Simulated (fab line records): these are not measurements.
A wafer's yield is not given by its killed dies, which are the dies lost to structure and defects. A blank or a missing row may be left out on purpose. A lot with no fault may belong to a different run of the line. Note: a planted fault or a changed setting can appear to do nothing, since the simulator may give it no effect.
fab line records	flow sky130
[record] lots = 13	wafers = 39	last-day = 50
route steps=708 shown GATE_OXIDE@188 LDD_P@263 SD_P@331 LI_CONTACT@382
lots with no fault: from the same line, run without faults
start-h: hours from the record's opening day to when the first of the lot's shown wafers began	wait-h: how many hours have passed since the lot's step before this one	" same as the row above	L1.1+2: several wafers, shown together as one row	- value missing, or start not given	* or withheld: withheld	< > ~ a bound
route shown NAME@n: NAME is a module with steps in the file, n the number in the route of the first one	usual: mean/standard deviation of fault-free wafers	same: alike in all rows	chamber/n: place in a boat	sites: readings site by site	_std_site: standard deviation across them	_edge_site: the outer-site mean with the inner-site mean subtracted	radius-mm: for every site, how far away it sits from the centre of the wafer	mask NAME#n: copy n	behind: tool/chamber where the wafer was last shaped	hold: why the lot went on hold/how many hours it stayed there/how the hold came to an end	device: names the non-switching transistor (n, p or np)	end of line: tests run on the same wafers once the route is complete	where a step has no rows: the recipe by itself	killed: at the first sort, the dies lost to defects and structure; wafer yield is something else	map: shows each die of a wafer: x if killed, . if not, _ if none is there
set.NAME: the setting that was run; set.NAME@STEP: the one run at that earlier step	model.NAME: the simulator's own value behind a step, which no gauge read
route steps across a sampled set of lots; one table per step, one row per wafer
services: when a tool's chamber went out of use (start-h, in hours from the record's first day, below 0 if earlier), for how many hours, and the reason
[[steps]]
[step SKY_GATE_OXIDE_OXIDATION_01]
[recipe] temp-c = 900	ambient = O2	stabilise-s = 600	purge-s = 300	target-thk-a = 102.68	ox-time-s = 1473
[usual] spike-tc-upper-C = 898.8/1.1	zone-power-top-pct = 33.7/0.78
lot.wafer	tool	chamber	start-h	wait-h	spike-tc-upper-C	zone-power-top-pct
L678.1	furnace-01	0	273.30	0.0	898.7	32.7
L678.2	"	0	"	"	899.0	33.1
L678.5	"	0	"	"	900.3	32.8
L679.2	furnace-01	0	284.84	0.0	899.9	33.3
L679.3	"	0	"	"	900.0	33.9
L679.5	"	0	"	"	899.8	33.4
L680.2	furnace-01	0	293.54	0.7	898.6	33.5
L680.4	"	0	"	"	897.4	33.3
L680.6	"	0	"	"	901.0	32.6
L682.2	furnace-02	0	310.79	1.2	897.4	34.7
L682.4	"	0	"	"	898.4	35.1
L682.6	"	0	"	"	896.9	34.2
L685.1	furnace-01	0	336.09	0.0	898.5	32.5
L685.3	"	0	"	"	898.7	32.6
L685.4	"	0	"	"	899.5	33.2
L686.1	furnace-01	0	338.67	0.9	898.1	33.2
L686.2	"	0	"	"	899.5	33.3
L686.5	"	0	"	"	899.0	33.2
L691.3	furnace-02	0	381.49	1.5	898.3	34.7
L691.5	"	0	"	"	897.8	34.7
L691.6	"	0	"	"	898.2	34.6
L695.1	furnace-02	0	417.10	0.0	898.8	34.4
L695.2	"	0	"	"	898.6	34.6
L695.3	"	0	"	"	897.2	34.5
L697.2	furnace-01	0	429.15	0.0	898.6	33.2
L697.3	"	0	"	"	899.2	33.3
L697.4	"	0	"	"	899.0	33.4
L698.2	furnace-01	0	439.20	0.0	899.5	33.2
L698.3	"	0	"	"	898.7	32.9
L698.5	"	0	"	"	898.7	33.2
L700.1	furnace-01	0	458.75	0.0	899.3	32.8
L700.3	"	0	"	"	899.7	33.1
L700.5	"	0	"	"	899.8	33.1
L699.1	furnace-01	0	460.16	0.1	899.5	33.8
L699.2	"	0	"	"	901.3	33.5
L699.4	"	0	"	"	898.5	33.4
L701.1	furnace-01	0	472.32	0.4	901.7	33.3
L701.4	"	0	"	"	899.4	32.7
L701.6	"	0	"	"	899.1	33.1
[step SKY_GATE_OXIDE_THK_MEAS_02]
[recipe] reads = SiO2_of_GATE_OXIDE_OXIDATION_01
[usual] GATE_OXIDE_OXIDATION_00_THK = 10.30/0.17
lot.wafer	tool	chamber	start-h	wait-h	GATE_OXIDE_OXIDATION_00_THK[nm]
L678.1	film-metro-01	-	274.71	0.0	10.22
L678.2	"	-	"	"	9.91
L678.5	"	-	"	"	10.00
L679.2	film-metro-02	-	286.25	0.0	10.29
L679.3	"	-	"	"	10.50
L679.5	"	-	"	"	10.34
L680.2	film-metro-02	-	294.96	0.0	10.38
L680.4	"	-	"	"	10.30
L680.6	"	-	"	"	10.42
L682.2	film-metro-01	-	312.21	0.0	10.31
L682.4	"	-	"	"	10.45
L682.6	"	-	"	"	10.40
L685.1	film-metro-04	-	337.49	0.0	7.58
L685.3	"	-	"	"	7.46
L685.4	"	-	"	"	7.60
L686.1	film-metro-01	-	340.08	0.0	7.45
L686.2	"	-	"	"	7.49
L686.5	"	-	"	"	7.60
L691.3	film-metro-04	-	382.92	0.0	10.20
L691.5	"	-	"	"	10.06
L691.6	"	-	"	"	10.23
L695.1	film-metro-01	-	418.51	0.0	10.16
L695.2	"	-	"	"	10.21
L695.3	"	-	"	"	10.28
L697.2	film-metro-01	-	430.57	0.0	10.15
L697.3	"	-	"	"	10.34
L697.4	"	-	"	"	10.03
L698.2	film-metro-01	-	440.62	0.0	10.34
L698.3	"	-	"	"	10.25
L698.5	"	-	"	"	10.40
L700.1	film-metro-02	-	460.16	0.0	10.27
L700.3	"	-	"	"	10.20
L700.5	"	-	"	"	10.31
L699.1	film-metro-04	-	461.57	0.0	10.40
L699.2	"	-	"	"	10.39
L699.4	"	-	"	"	10.52
L701.1	film-metro-04	-	473.73	0.0	10.31
L701.4	"	-	"	"	10.50
L701.6	"	-	"	"	10.45
[step SKY_LDD_P_OVL_MEAS_08]
[usual] LDD_P_OVL = -1.3/1.6
lot.wafer	tool	chamber	start-h	wait-h	LDD_P_OVL[nm]
L678.1	overlay-01	-	421.05	0.1	-1.6
L678.2	"	-	"	"	-3.1
L678.5	"	-	"	"	-2.7
L679.2	overlay-02	-	433.47	0.1	-0.9
L679.3	"	-	"	"	-1.2
L679.5	"	-	"	"	-0.4
L680.2	overlay-01	-	448.35	0.1	1.5
L680.4	"	-	"	"	2.3
L680.6	"	-	"	"	1.1
L682.2	overlay-02	-	468.38	0.1	-0.5
L682.4	"	-	"	"	-1.9
L682.6	"	-	"	"	-0.1
L685.1	overlay-01	-	496.06	0.1	-1.8
L685.3	"	-	"	"	-1.4
L685.4	"	-	"	"	-0.5
L686.1	overlay-02	-	498.04	0.1	1.0
L686.2	"	-	"	"	0.0
L686.5	"	-	"	"	-0.9
L691.3	overlay-01	-	542.80	0.1	-1.0
L691.5	"	-	"	"	-1.2
L691.6	"	-	"	"	-1.6
L695.1	overlay-01	-	580.84	0.1	1.5
L695.2	"	-	"	"	0.6
L695.3	"	-	"	"	1.4
L697.2	overlay-01	-	590.70	0.1	0.5
L697.3	"	-	"	"	-0.3
L697.4	"	-	"	"	0.5
L698.2	overlay-01	-	601.59	0.1	-3.2
L698.3	"	-	"	"	-2.5
L698.5	"	-	"	"	-5.0
L700.1	overlay-02	-	615.60	0.1	-2.4
L700.3	"	-	"	"	-0.6
L700.5	"	-	"	"	-2.3
L699.1	overlay-02	-	617.36	0.1	1.0
L699.2	"	-	"	"	-2.2
L699.4	"	-	"	"	0.3
L701.1	overlay-01	-	632.35	0.1	0.4
L701.4	"	-	"	"	0.7
L701.6	"	-	"	"	-1.0
[step SKY_SD_P_TW_MEAS_11]
[usual] SD_P_TW = 2800/26
lot.wafer	tool	chamber	start-h	wait-h	SD_P_TW
L678.1	film-metro-02	-	576.24	0.1	2781
L678.2	"	-	"	"	2780
L678.5	"	-	"	"	2777
L679.2	film-metro-01	-	587.23	0.1	2766
L679.3	"	-	"	"	2756
L679.5	"	-	"	"	2776
L680.2	film-metro-01	-	601.81	0.1	2776
L680.4	"	-	"	"	2781
L680.6	"	-	"	"	2790
L682.2	film-metro-01	-	620.48	0.1	2782
L682.4	"	-	"	"	2781
L682.6	"	-	"	"	2778
L685.1	film-metro-03	-	646.42	0.1	2842
L685.3	"	-	"	"	2856
L685.4	"	-	"	"	2843
L686.1	film-metro-02	-	648.25	0.1	2786
L686.2	"	-	"	"	2796
L686.5	"	-	"	"	2773
L691.3	film-metro-02	-	688.52	0.1	2805
L691.5	"	-	"	"	2808
L691.6	"	-	"	"	2809
L695.1	film-metro-01	-	728.09	0.1	2785
L695.2	"	-	"	"	2791
L695.3	"	-	"	"	2766
L697.2	film-metro-03	-	735.75	0.1	2851
L697.3	"	-	"	"	2846
L697.4	"	-	"	"	2839
L698.2	film-metro-02	-	749.70	0.1	2797
L698.3	"	-	"	"	2782
L698.5	"	-	"	"	2797
L700.1	film-metro-01	-	758.20	0.1	2788
L700.3	"	-	"	"	2763
L700.5	"	-	"	"	2764
L699.1	film-metro-01	-	762.40	0.1	2758
L699.2	"	-	"	"	2783
L699.4	"	-	"	"	2766
L701.1	film-metro-02	-	774.09	0.1	2812
L701.4	"	-	"	"	2806
L701.6	"	-	"	"	2798
[step SKY_LI_CONTACT_SPUTTER_20]
[recipe] material = TiN	target-thk-nm = 20	chamber-pressure-pa = 5	power-w = 4000	time-s = 80
[usual] throttle-valve-pct = 30.2/1.3
lot.wafer	tool	chamber	start-h	wait-h	throttle-valve-pct
L678.1	pvd-sputter-03	-	664.54	0.0	30.7
L678.2	"	-	"	"	32.2
L678.5	"	-	"	"	28.4
L679.2	pvd-sputter-01	-	676.69	0.0	31.1
L679.3	"	-	"	"	30.1
L679.5	"	-	"	"	30.8
L680.2	pvd-sputter-03	-	689.47	0.0	30.4
L680.4	"	-	"	"	32.3
L680.6	"	-	"	"	30.4
L682.2	pvd-sputter-03	-	707.44	0.0	28.5
L682.4	"	-	"	"	30.8
L682.6	"	-	"	"	28.6
L685.1	pvd-sputter-01	-	732.52	0.0	30.0
L685.3	"	-	"	"	30.9
L685.4	"	-	"	"	29.1
L686.1	pvd-sputter-02	-	734.09	0.0	31.7
L686.2	"	-	"	"	28.8
L686.5	"	-	"	"	29.2
L691.3	pvd-sputter-03	-	771.81	0.0	32.3
L691.5	"	-	"	"	32.1
L691.6	"	-	"	"	31.1
L695.1	pvd-sputter-03	-	810.94	0.0	28.5
L695.2	"	-	"	"	31.9
L695.3	"	-	"	"	31.2
L697.2	pvd-sputter-01	-	819.04	0.0	30.3
L697.3	"	-	"	"	29.2
L697.4	"	-	"	"	30.0
L698.2	pvd-sputter-02	-	831.67	0.0	31.3
L698.3	"	-	"	"	29.2
L698.5	"	-	"	"	29.0
L700.1	pvd-sputter-02	-	839.45	0.0	28.9
L700.3	"	-	"	"	29.3
L700.5	"	-	"	"	29.2
L699.1	pvd-sputter-03	-	844.85	0.0	30.7
L699.2	"	-	"	"	28.4
L699.4	"	-	"	"	31.0
L701.1	pvd-sputter-03	-	854.91	0.0	30.8
L701.4	"	-	"	"	30.5
L701.6	"	-	"	"	32.1
[[services]]
tool	chamber	start-h	hours	kind
furnace-01	-	253.32	4.2	pm
pvd-sputter-03	-	261.60	6.4	repair
furnace-01	-	283.35	1.2	repair
pvd-sputter-03	-	307.13	2.2	repair
pvd-sputter-03	-	365.96	1.1	repair
pvd-sputter-02	-	385.77	1.3	repair
pvd-sputter-01	-	397.95	4.0	repair
pvd-sputter-02	-	414.04	13.8	repair
pvd-sputter-02	-	422.52	2.6	repair
furnace-02	-	460.98	2.9	pm
pvd-sputter-02	-	468.88	1.3	repair
pvd-sputter-03	-	476.05	11.8	repair
pvd-sputter-03	-	484.26	3.0	repair
pvd-sputter-03	-	575.18	0.5	repair
furnace-01	-	613.32	3.3	pm
pvd-sputter-03	-	621.05	2.6	repair
pvd-sputter-03	-	631.68	4.4	repair
pvd-sputter-03	-	642.36	8.7	repair
pvd-sputter-03	-	678.75	2.7	repair
furnace-01	-	686.43	2.0	pm
pvd-sputter-03	-	732.93	1.7	repair
furnace-01	-	781.01	3.6	pm
furnace-01	-	818.53	3.4	pm
pvd-sputter-03	-	838.27	1.9	repair
[[key]]
[first-sign] step = SKY_GATE_OXIDE_THK_MEAS_02	reading = GATE_OXIDE_OXIDATION_00_THK	direction = down	sigmas = 17	usual = 10.30	struck = 7.53
effect none on later readings
met-at SKY_GATE_OXIDE_OXIDATION_01
struck-lots L685,L686
tester-left-out L685,L686
not-acting-at SKY_LDD_P_OVL_MEAS_08,SKY_SD_P_TW_MEAS_11,SKY_LI_CONTACT_SPUTTER_20
onset-between 293.54 336.09
[fault] kind = process-parameter-drift	tool = furnace-01	chamber = -	onset-h = 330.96	steps = SKY_GATE_OXIDE_OXIDATION_01	channel = ox-time-s	offset = *	shape = step	end-h = 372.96	acts-in = *	stated = *
// tester-left-out: of these lots the tester's yield and bins aren't shown, on N5 and GAA mostly nor the transistor test; their killed dies are dies lost to structure and defects alone, not to doping, threshold or leakage, so they don't give the yield
